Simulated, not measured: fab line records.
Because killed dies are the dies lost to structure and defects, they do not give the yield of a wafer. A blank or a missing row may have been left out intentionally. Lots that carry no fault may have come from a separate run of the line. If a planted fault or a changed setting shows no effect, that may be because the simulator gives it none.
The tool behind it: which one? ; flow sky130 ; 39 wafers from 13 lots sampled at 2 of the route's 708 steps

## WHAT THE GAUGES SHOWED, per wafer
Not one reading of a measure or inspect step in the record can be checked against a usual standard deviation.

## WHICH TOOL RAN EACH LOT (tool, then ch and the chambers of the sampled wafers, then the start)
lot;SKY_METAL5_STRIP_17;SKY_PAD_OPEN_PROBE_99
L869;wet-bench-03 ch 1, day 43 22:13;-
L870;wet-bench-02 ch 2, day 44 06:09;-
L871;wet-bench-03 ch 0, day 44 13:52;-
L872;wet-bench-03 ch 1, day 45 01:13;-
L873;wet-bench-02 ch 3, day 45 06:37;-
L875;wet-bench-02 ch 0, day 45 14:40;-
L879;wet-bench-03 ch 2, day 46 16:46;-
L883;wet-bench-01 ch 0, day 47 17:15;prober-02, day 49 08:16
L884;wet-bench-02 ch 2, day 48 07:34;-
L886;wet-bench-02 ch 2, day 48 10:31;-
L888;wet-bench-03 ch 3, day 49 00:56;-
L891;wet-bench-03 ch 0, day 49 09:02;-
L892;wet-bench-02 ch 0, day 49 13:41;-
- SKY_METAL5_STRIP_17: strips in post etch residue remover, time 1200 s.
- SKY_PAD_OPEN_PROBE_99

## WHAT THE TOOLS THEMSELVES READ (means of the sampled wafers that have a number; where no wafer has one, the mark that the record gives instead)
SKY_PAD_OPEN_PROBE_99. Usual: defect-limited-yield 82.6 %, standard deviation 1.9; killed_at_M0_to_M3 42, standard deviation 7; killed_at_M4_up 3.2, standard deviation 1.6; killed-at-contacts 24, standard deviation 5.8; killed-at-front-end 16, standard deviation 4.3; killed-at-other 0.3, standard deviation 0.62; killed-dies 86, standard deviation 9.5; killed-open 46, standard deviation 6.4; killed-short 39, standard deviation 6.3; sort_bin_3_pad_short 0.9 %, standard deviation 0.43; sort_bin_5_function 10.5 %, standard deviation 1.4; sort_bin_6_memory 6.1 %, standard deviation 1.2; sort-n-pass 406, standard deviation 9.5; sort-yield-pct 82.6 %, standard deviation 1.9.
lot;tool;defect-limited-yield (%);killed_at_M0_to_M3;killed_at_M4_up;killed-at-contacts;killed-at-front-end;killed-at-other;killed-dies;killed-open;killed-short;sort_bin_3_pad_short (%);sort_bin_5_function (%);sort_bin_6_memory (%);sort-n-pass;sort-yield-pct (%);flag
L883;prober-02;73.6;38;47.3;31;14;0.3;130;48;36;2.6;17.1;6.6;362;73.6;OFF

## THE ANSWER, worked out from the rows above alone
Rule: a lot counts as off when the mean over its wafers that have a number is more than 3 standard deviations away from the usual mean. A lot without any number at a reading at which 4 lots or more have one is off too. All remaining lots with rows at the step are treated as sound. The gauges are gone through in route order, then the tools' own readings, and for those a lot's mean is taken as printed above. At the first step where some lot is off, the reading lying furthest off is the one used; lots without a number count as furthest.
Off: L883 (SKY_PAD_OPEN_PROBE_99, killed_at_M4_up). Neither off nor sound, because the step has no rows for them: L869, L870, L871, L872, L873, L875, L879, L884, L886, L888, L891, L892.
If a tool, at that step or one of the process steps before it, ran each lot that is off and ran no sound lot following the first of them, it fits. Undecided on this evidence; 2 tools fit (wet-bench-01 at SKY_METAL5_STRIP_17, prober-02 at SKY_PAD_OPEN_PROBE_99).

## WHAT THE SIMULATOR PUT IN
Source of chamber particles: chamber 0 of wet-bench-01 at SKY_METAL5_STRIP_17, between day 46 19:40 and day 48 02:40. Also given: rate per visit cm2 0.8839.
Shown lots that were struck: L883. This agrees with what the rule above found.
